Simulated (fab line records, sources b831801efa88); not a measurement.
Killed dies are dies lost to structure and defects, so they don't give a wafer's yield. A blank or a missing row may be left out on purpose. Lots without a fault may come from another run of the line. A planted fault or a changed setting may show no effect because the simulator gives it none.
Which tool did it? | flow sky130 | 12 lots, 36 wafers sampled, at 1 step of a route of 708

WHAT THE GAUGES READ, wafer by wafer
SKY_VT_ADJUST_HVTR_TW_MEAS_11.
lot  | measured     | on            | VT_ADJUST_HVTR_TW
L075 | day 9 20:38  | film_metro-02 | 211.9 211.8 212.9
L077 | day 10 12:28 | film_metro-04 | 213.5 211.8 212.3
L079 | day 11 01:14 | film_metro-01 | 212.8 213.2 212.9
L081 | day 11 14:34 | film_metro-02 | 211.1 210.8 211.1
L083 | day 12 01:43 | film_metro-04 | 211.2 211.6 211.8
L085 | day 12 16:40 | film_metro-01 | 211.8 213.4 211.3
L087 | day 13 09:49 | film_metro-04 | 212.3 212.4 212.6
L089 | day 13 22:39 | film_metro-04 | 213.1 212.3 212.4
L091 | day 14 15:33 | film_metro-04 | 213.0 211.1 212.0
L093 | day 15 06:18 | film_metro-01 | 214.5 213.8 214.9
L095 | day 15 22:02 | film_metro-01 | 214.7 214.6 213.3
L097 | day 16 14:17 | film_metro-01 | 214.0 214.0 213.7

WHICH TOOL RAN EACH LOT (tool, then ch and the chambers of the sampled wafers, then the start)
The record holds no process step before these readings.

THE ANSWER, worked out from the rows above alone
Rule: what is usual is taken from the lots themselves. Put in order of their means at a reading, lots are off if they are a third of the lots or fewer, leave a main group of 4 or more, and stand apart from it by a gap of 3 or more times the standard deviation of the main group's means; of several such gaps the widest counts. A main group whose means are all the same, to the digits that the tables above print for the reading, isn't used. A lot without any number at a reading at which 4 lots or more have one is off too. The other lots that the step has rows for count as sound.
No lot is off at any reading shown: from this, nothing can be told.

WHAT THE SIMULATOR HAD PUT IN
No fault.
